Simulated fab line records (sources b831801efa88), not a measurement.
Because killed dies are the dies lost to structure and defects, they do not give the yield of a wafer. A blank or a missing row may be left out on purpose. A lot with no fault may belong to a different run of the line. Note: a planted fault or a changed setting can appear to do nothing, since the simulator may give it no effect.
A single fault, viewed from 2 desks + flow gf180mcu + every desk sees just its own numbers, and what lay behind them comes last

== THE TOOL OWNER'S DESK: implanter-03 ==
The tool's own readings at GF_NWELL_IMPLANT_08, given as means over the sampled wafers that have a number, one for each lot that went through this tool. Any lot whose mean is over 4 standard deviations away from the usual mean is out of limits and marked OUT; that distance is given in the brackets.
Columns: A = dose-ions-cm2 at GF_NWELL_IMPLANT_08, usual 1.5001e+13; B = faraday-current-uA at GF_NWELL_IMPLANT_08, usual 84.2
| lot  | first seen here | A                            | B               |
|------|-----------------|------------------------------|-----------------|
| L835 | day 3 12:53     | 1.5017e+13                   | 84.5            |
| L838 | day 4 04:32     | 1.4985e+13                   | 85.2            |
| L840 | day 4 16:00     | 1.5000e+13                   | 82.3            |
| L842 | day 5 04:55     | 1.4992e+13                   | 85.4            |
| L846 | day 6 01:17     | 1.5023e+13                   | 85.7            |
| L854 | day 7 19:49     | 1.9527e+13 (+99 or more) OUT | 109.8 (+14) OUT |
| L855 | day 8 01:04     | 1.9515e+13 (+99 or more) OUT | 110.2 (+14) OUT |
This desk's finding: out of limits on L854, L855; first on L854, day 7 19:49 (dose-ions-cm2 at GF_NWELL_IMPLANT_08). In limits: L835, L838, L840, L842, L846.

== AT THE METROLOGY DESK ==
Means of the sampled wafers that have a number, per lot and without regard to the tool the lot ran on: this is what the gauges read. Any lot whose mean is over 4 standard deviations away from the usual mean is out of limits and marked OUT; that distance is given in the brackets.
Columns: A = NWELL_TW at GF_NWELL_TW_MEAS_11, usual 1573; B = LVPWELL_OVL at GF_LVPWELL_OVL_MEAS_07, usual 0.6 nm; C = NWELL_RS at GF_VT_IMPLANT_RS_MEAS_47, usual 488.4 ohm/sq
| lot  | first seen here | A               | B    | C               |
|------|-----------------|-----------------|------|-----------------|
| L835 | day 3 13:17     | 1559            | 0.9  | 488.7           |
| L837 | day 3 23:22     | 1563            | 0.6  | 488.5           |
| L838 | day 4 04:56     | 1589            | -0.7 | 488.5           |
| L840 | day 4 16:23     | 1571            | 0.1  | 487.5           |
| L842 | day 5 05:18     | 1566            | 2.8  | 488.0           |
| L844 | day 5 15:29     | 1568            | -1.6 | 487.8           |
| L845 | day 5 19:26     | 1569            | 3.0  | 489.0           |
| L846 | day 6 01:41     | 1584            | -0.2 | 487.7           |
| L854 | day 7 20:11     | 1670 (+6.5) OUT | 1.8  | 424.5 (-64) OUT |
| L855 | day 8 01:26     | 1696 (+8.2) OUT | -3.5 | 424.1 (-64) OUT |
| L857 | day 8 15:35     | 1593            | -0.2 | 487.9           |
This desk's finding: out of limits on L854, L855; first on L854, day 7 20:11 (NWELL_TW at GF_NWELL_TW_MEAS_11). In limits: L835, L837, L838, L840, L842, L844, L845, L846, L857.

== ALL TOGETHER ==
The tool owner's desk could have raised an alarm at day 7 19:49, on L854, L855.
At day 7 20:11 the metrology desk could have sounded an alarm, on L854, L855.
All the named lots went through GF_NWELL_IMPLANT_08 on implanter-03.

== WHAT THE SIMULATOR HAD PUT IN ==
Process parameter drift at GF_NWELL_IMPLANT_08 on implanter-03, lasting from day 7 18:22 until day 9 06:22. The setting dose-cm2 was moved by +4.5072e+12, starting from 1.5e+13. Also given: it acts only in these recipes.
Struck lots among those shown: L854, L855.
Counting hours from when the fault started, the first reading out of limits came at 1 for the tool owner's desk and at 2 for the metrology desk.
